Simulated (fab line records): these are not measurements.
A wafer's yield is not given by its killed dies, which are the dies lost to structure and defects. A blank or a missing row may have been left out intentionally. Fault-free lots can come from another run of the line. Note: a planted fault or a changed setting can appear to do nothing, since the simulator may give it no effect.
What tool caused it? -- flow gf180mcu -- Sampling: 14 lots, 42 wafers, 3 of 602 route steps

## WHAT THE GAUGES READ, wafer by wafer
GF_TOP_METAL_RS_MEAS_05: the measuring method here is four-point-probe. Usual: TOP_METAL_ALCU_RS gives 0.0326 ohm/sq (standard deviation 0.00064).
lot,measured,on,TOP_METAL_ALCU_RS (ohm/sq),flag
L891,day 27 03:18,film_metro-01,0.0330 0.0342 0.0342,
L892,day 27 09:23,film_metro-04,0.0329 0.0327 0.0325,
L893,day 27 22:13,film_metro-01,0.0336 0.0333 0.0334,
L894,day 28 13:04,film_metro-01,0.0321 0.0333 0.0336,
L895,day 28 17:07,film_metro-03,0.0331 0.0321 0.0324,
L896,day 28 22:29,film_metro-03,0.0324 0.0331 0.0333,
L897,day 29 08:17,film_metro-01,0.0331 0.0334 0.0330,
L902,day 30 14:26,film_metro-04,0.0335 0.0327 0.0323,
L903,day 30 23:52,film_metro-03,0.0329 0.0330 0.0330,
L904,day 31 04:06,film_metro-03,0.0330 0.0323 0.0335,
L907,day 32 00:14,film_metro-04,0.0324 0.0315 0.0316,
L911,day 32 20:16,film_metro-01,0.0324 0.0320 0.0327,
L912,day 33 07:53,film_metro-03,0.0337 0.0339 0.0339,
L913,day 33 11:49,film_metro-01,0.0319 0.0328 0.0320,

## WHICH TOOL RAN EACH LOT (tool, then ch and the chambers of the sampled wafers, then the start)
lot,GF_PSD_CLEAN_12,GF_TOP_METAL_SPUTTER_00
L891,"wet_bench-02 ch 0, day 14 05:25","pvd_sputter-01, day 27 03:02"
L892,"wet_bench-02 ch 3, day 14 07:34","pvd_sputter-02, day 27 09:08"
L893,"wet_bench-02 ch 3, day 15 02:19","pvd_sputter-01, day 27 21:59"
L894,"wet_bench-03 ch 3, day 15 17:16","pvd_sputter-01, day 28 12:50"
L895,"wet_bench-02 ch 0, day 15 22:10","pvd_sputter-03, day 28 16:54"
L896,"wet_bench-01 ch 3, day 16 05:21","pvd_sputter-01, day 28 22:16"
L897,"wet_bench-01 ch 2, day 16 12:25","pvd_sputter-01, day 29 08:01"
L902,"wet_bench-02 ch 0, day 18 02:46","pvd_sputter-01, day 30 14:13"
L903,"wet_bench-02 ch 3, day 18 10:01","pvd_sputter-02, day 30 23:38"
L904,"wet_bench-02 ch 0, day 18 17:18","pvd_sputter-01, day 31 03:50"
L907,"wet_bench-03 ch 2, day 19 23:04","pvd_sputter-03, day 31 23:58"
L911,"wet_bench-02 ch 3, day 21 06:27","pvd_sputter-02, day 32 20:00"
L912,"wet_bench-03 ch 3, day 21 18:09","pvd_sputter-01, day 33 07:39"
L913,"wet_bench-03 ch 2, day 22 01:03","pvd_sputter-03, day 33 11:35"
- GF_PSD_CLEAN_12: cleans in SC1/SC2, time 150 s.
- GF_TOP_METAL_SPUTTER_00: material Ti, target thk 37.5 nm, time 150 s.

## WHAT THE TOOLS THEMSELVES READ (means of the sampled wafers that have a number; where no wafer has one, the mark that the record gives instead)
GF_PSD_CLEAN_12. Usual: 70.02 C for temp_c, sd 0.12.
lot,tool,temp_c (C),flag
L891,wet_bench-02,70.07,
L892,wet_bench-02,70.09,
L893,wet_bench-02,69.99,
L894,wet_bench-03,70.04,
L895,wet_bench-02,69.99,
L896,wet_bench-01,70.06,
L897,wet_bench-01,70.17,
L902,wet_bench-02,70.09,
L903,wet_bench-02,70.03,
L904,wet_bench-02,69.92,
L907,wet_bench-03,69.87,
L911,wet_bench-02,69.95,
L912,wet_bench-03,69.98,
L913,wet_bench-03,69.90,

GF_TOP_METAL_SPUTTER_00. Usual: 30.0 % for throttle_valve_pct, sd 0.83.
lot,tool,throttle_valve_pct (%),flag
L891,pvd_sputter-01,29.3,
L892,pvd_sputter-02,29.6,
L893,pvd_sputter-01,29.5,
L894,pvd_sputter-01,29.3,
L895,pvd_sputter-03,30.9,
L896,pvd_sputter-01,29.5,
L897,pvd_sputter-01,29.7,
L902,pvd_sputter-01,29.7,
L903,pvd_sputter-02,29.7,
L904,pvd_sputter-01,29.6,
L907,pvd_sputter-03,31.3,
L911,pvd_sputter-02,29.6,
L912,pvd_sputter-01,29.8,
L913,pvd_sputter-03,30.7,

## THE ANSWER, worked out from the rows above alone
Rule: a lot counts as off when the mean over its wafers that have a number is more than 3 standard deviations away from the usual mean. Also off: a lot with no number at a reading for which 4 or more lots have one. All remaining lots with rows at the step are treated as sound. After the gauges, taken in route order, come the tools' own readings; for these a lot's mean is taken, as printed above. At the first step where some lot is off, the reading lying furthest off is the one used; lots without a number count as furthest.
Nothing can be told from this: no lot is off at any reading shown.

## WHAT WAS PUT IN BY THE SIMULATOR
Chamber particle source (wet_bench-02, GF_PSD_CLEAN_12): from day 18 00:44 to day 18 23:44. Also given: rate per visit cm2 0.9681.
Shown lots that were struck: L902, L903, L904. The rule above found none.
